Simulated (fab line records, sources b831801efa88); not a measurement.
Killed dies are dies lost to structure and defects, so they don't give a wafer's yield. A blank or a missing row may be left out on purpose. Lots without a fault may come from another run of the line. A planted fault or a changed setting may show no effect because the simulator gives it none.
Tool commonality check | flow sky130 | 13 lots, 39 wafers sampled

WHY IT WAS OPENED
At SKY_LDD_HVN_TW_MEAS_10 the reading LDD_HVN_TW is flagged on 2 of 13 lots. Wafers without a fault read 1456, standard deviation 7.9.
Rule: a lot is flagged when every wafer of it that has a number lies more than 4 standard deviations from that mean, or none has a number. The other lots count as sound.

lot  | measured     | on            | LDD_HVN_TW, wafer by wafer | flag
L281 | day 20 22:13 | film_metro-01 | 1465 1459 1455             |
L282 | day 21 02:03 | film_metro-01 | 1453 1459 1459             |
L283 | day 21 04:52 | film_metro-01 | 1463 1458 1468             |
L284 | day 21 10:36 | film_metro-01 | 1460 1450 1454             |
L285 | day 21 15:18 | film_metro-01 | 1460 1459 1461             |
L287 | day 22 15:07 | film_metro-04 | 1450 1446 1449             |
L288 | day 22 20:56 | film_metro-01 | 1458 1454 1456             |
L289 | day 23 06:37 | film_metro-04 | 1446 1441 1442             |
L290 | day 23 17:39 | film_metro-03 | 1461 1452 1468             |
L292 | day 24 21:01 | film_metro-03 | 1462 1458 1469             |
L296 | day 25 19:55 | film_metro-03 | 1233 1242 1243             | FLAGGED
L298 | day 26 10:14 | film_metro-01 | 1247 1246 1244             | FLAGGED
L304 | day 28 14:21 | film_metro-01 | 1456 1459 1451             |
The numbers of the flagged lots are 1242 on average: -214 against the usual, or -27 standard deviations.

WHICH TOOL RAN EACH LOT
The record holds 1 process step before the reading, out of a route of 708 steps. In each cell: the tool, then ch and the chambers that the sampled wafers went through, then the start.
lot  | flag    | SKY_LDD_HVN_IMPLANT_08
L281 |         | implanter-01 ch 0, day 20 21:59
L282 |         | implanter-02 ch 0, day 21 01:48
L283 |         | implanter-01 ch 0, day 21 04:38
L284 |         | implanter-04 ch 0, day 21 10:21
L285 |         | implanter-04 ch 0, day 21 15:03
L287 |         | implanter-02 ch 0, day 22 14:53
L288 |         | implanter-02 ch 0, day 22 20:43
L289 |         | implanter-01 ch 0, day 23 06:24
L290 |         | implanter-01 ch 0, day 23 17:15
L292 |         | implanter-01 ch 0, day 24 20:46
L296 | FLAGGED | implanter-02 ch 0, day 25 19:40
L298 | FLAGGED | implanter-02 ch 0, day 26 09:59
L304 |         | implanter-01 ch 0, day 28 14:06
What these steps do:
- SKY_LDD_HVN_IMPLANT_08
- SKY_LDD_HVN_TW_MEAS_10

FLAGGED OVER TOTAL, TOOL BY TOOL (the gauges that took the reading come last)
step                   | tool          | lots run | flagged | share of the flagged lots | sound lots run after its first flagged lot
SKY_LDD_HVN_IMPLANT_08 | implanter-01  | 6        | 0       | none                      | -
SKY_LDD_HVN_IMPLANT_08 | implanter-02  | 5        | 2       | all                       | 0
SKY_LDD_HVN_IMPLANT_08 | implanter-04  | 2        | 0       | none                      | -
SKY_LDD_HVN_TW_MEAS_10 | film_metro-01 | 8        | 1       | some                      | 1 (L304)
SKY_LDD_HVN_TW_MEAS_10 | film_metro-03 | 3        | 1       | some                      | 0
SKY_LDD_HVN_TW_MEAS_10 | film_metro-04 | 2        | 0       | none                      | -

WHAT THE TABLE ALLOWS
1 row of the table ran every flagged lot: implanter-02 at SKY_LDD_HVN_IMPLANT_08.
- implanter-02 at SKY_LDD_HVN_IMPLANT_08: 2 of its 5 lots flagged. Its last sound lot is L288 (day 22 20:43), its first flagged lot L296 (day 25 19:40): a fault that began between those two fits. Its own readings lie more than 4 standard deviations out on every wafer of the flagged lots: dose_ions_cm2, faraday_current_uA.
One tool is left: implanter-02 at SKY_LDD_HVN_IMPLANT_08.

WHAT THE SIMULATOR HAD PUT IN
Process parameter drift: implanter-02, from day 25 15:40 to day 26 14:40, at SKY_LDD_HVN_IMPLANT_08. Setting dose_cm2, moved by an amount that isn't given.
Lots struck among those shown: L296, L298. The rule above found the same.
